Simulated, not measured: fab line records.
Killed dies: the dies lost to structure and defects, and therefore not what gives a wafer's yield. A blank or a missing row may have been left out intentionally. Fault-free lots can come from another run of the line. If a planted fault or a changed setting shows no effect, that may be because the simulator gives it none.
Tool commonality check + flow sfq-line + Sampled: 15 lots, 45 wafers

## WHY THIS WAS OPENED
3 of 15 lots carry a flag on the reading M3_NB_RS at SFQ_M3_RS_MEAS_919. Fault-free wafers read 0.889 ohm/sq, with a standard deviation of 0.01.
Rule: a lot is flagged when every wafer of it that has a number lies more than 4 standard deviations from that mean, or none has a number. All remaining lots are regarded as sound.

| lot  | measured     | on            | M3_NB_RS (ohm/sq), wafer by wafer | flag    |
|------|--------------|---------------|-----------------------------------|---------|
| L541 | day 44 07:09 | film-metro-03 | 0.882 0.880 0.883                 |         |
| L542 | day 45 09:57 | film-metro-04 | 0.886 0.894 0.886                 |         |
| L543 | day 45 15:59 | film-metro-01 | 0.984 0.974 0.973                 | FLAGGED |
| L544 | day 45 21:58 | film-metro-03 | 0.964 0.971 0.964                 | FLAGGED |
| L545 | day 46 05:11 | film-metro-03 | 0.976 0.979 0.976                 | FLAGGED |
| L553 | day 50 13:07 | film-metro-01 | 0.893 0.891 0.893                 |         |
| L554 | day 50 17:55 | film-metro-01 | 0.871 0.880 0.870                 |         |
| L555 | day 51 01:18 | film-metro-04 | 0.895 0.895 0.905                 |         |
| L556 | day 51 04:44 | film-metro-03 | 0.867 0.871 0.873                 |         |
| L557 | day 51 11:55 | film-metro-01 | 0.886 0.891 0.878                 |         |
| L558 | day 51 13:19 | film-metro-01 | 0.898 0.911 0.904                 |         |
| L559 | day 52 05:57 | film-metro-01 | 0.895 0.893 0.901                 |         |
| L560 | day 52 08:21 | film-metro-04 | 0.879 0.878 0.871                 |         |
| L562 | day 52 21:40 | film-metro-03 | 0.899 0.899 0.891                 |         |
| L564 | day 54 03:38 | film-metro-04 | 0.874 0.878 0.882                 |         |
On average the flagged lots' numbers are 0.973 ohm/sq, which is +0.084 ohm/sq against the usual, or +8 standard deviations.

## TOOL THAT RAN EACH LOT
The record holds 1 process step before the reading, out of a route of 325 steps. Every cell lists first the tool, next ch and the chambers used by the sampled wafers, and last the start.
| lot  | flag    | SFQ_TRILAYER_M3_DEP_SPUTTER_073 |
|------|---------|---------------------------------|
| L541 |         | pvd-sputter-05, day 44 07:04    |
| L542 |         | pvd-sputter-05, day 45 09:52    |
| L543 | FLAGGED | pvd-sputter-05, day 45 15:53    |
| L544 | FLAGGED | pvd-sputter-05, day 45 21:52    |
| L545 | FLAGGED | pvd-sputter-05, day 46 05:05    |
| L553 |         | pvd-sputter-06, day 50 13:01    |
| L554 |         | pvd-sputter-04, day 50 17:49    |
| L555 |         | pvd-sputter-05, day 51 01:12    |
| L556 |         | pvd-sputter-04, day 51 04:37    |
| L557 |         | pvd-sputter-05, day 51 11:49    |
| L558 |         | pvd-sputter-06, day 51 13:13    |
| L559 |         | pvd-sputter-05, day 52 05:49    |
| L560 |         | pvd-sputter-04, day 52 08:13    |
| L562 |         | pvd-sputter-06, day 52 21:33    |
| L564 |         | pvd-sputter-04, day 54 03:33    |
What these steps do:
- SFQ_TRILAYER_M3_DEP_SPUTTER_073: material Nb, target thk 200 nm, time 133.3 s.
- SFQ_M3_RS_MEAS_919: measures by four-point-probe.

## FLAGGED AGAINST TOTAL, ONE TOOL AT A TIME (gauges that did the reading follow at the end)
| step                            | tool           | lots run | flagged | share of the flagged lots | sound lots run after its first flagged lot |
|---------------------------------|----------------|----------|---------|---------------------------|--------------------------------------------|
| SFQ_TRILAYER_M3_DEP_SPUTTER_073 | pvd-sputter-04 | 4        | 0       | none                      | -                                          |
| SFQ_TRILAYER_M3_DEP_SPUTTER_073 | pvd-sputter-05 | 8        | 3       | all                       | 3 (L555,L557,L559)                         |
| SFQ_TRILAYER_M3_DEP_SPUTTER_073 | pvd-sputter-06 | 3        | 0       | none                      | -                                          |
| SFQ_M3_RS_MEAS_919              | film-metro-01  | 6        | 1       | some                      | 5 (L553,L554,L557,L558,L559)               |
| SFQ_M3_RS_MEAS_919              | film-metro-03  | 5        | 2       | some                      | 2 (L556,L562)                              |
| SFQ_M3_RS_MEAS_919              | film-metro-04  | 4        | 0       | none                      | -                                          |

## WHAT THE TABLE PERMITS
All flagged lots share 1 row of the table, namely pvd-sputter-05 at SFQ_TRILAYER_M3_DEP_SPUTTER_073.
- pvd-sputter-05 at SFQ_TRILAYER_M3_DEP_SPUTTER_073 ran 8 lots, 3 of them flagged. Lots that were sound ran on it after the first flagged one (L555, L557, L559); a persistent fault on the entire tool would not allow that.
There is no row in the table that ran each flagged lot and no sound lot after the first.

## WHAT HAD BEEN PUT IN BY THE SIMULATOR
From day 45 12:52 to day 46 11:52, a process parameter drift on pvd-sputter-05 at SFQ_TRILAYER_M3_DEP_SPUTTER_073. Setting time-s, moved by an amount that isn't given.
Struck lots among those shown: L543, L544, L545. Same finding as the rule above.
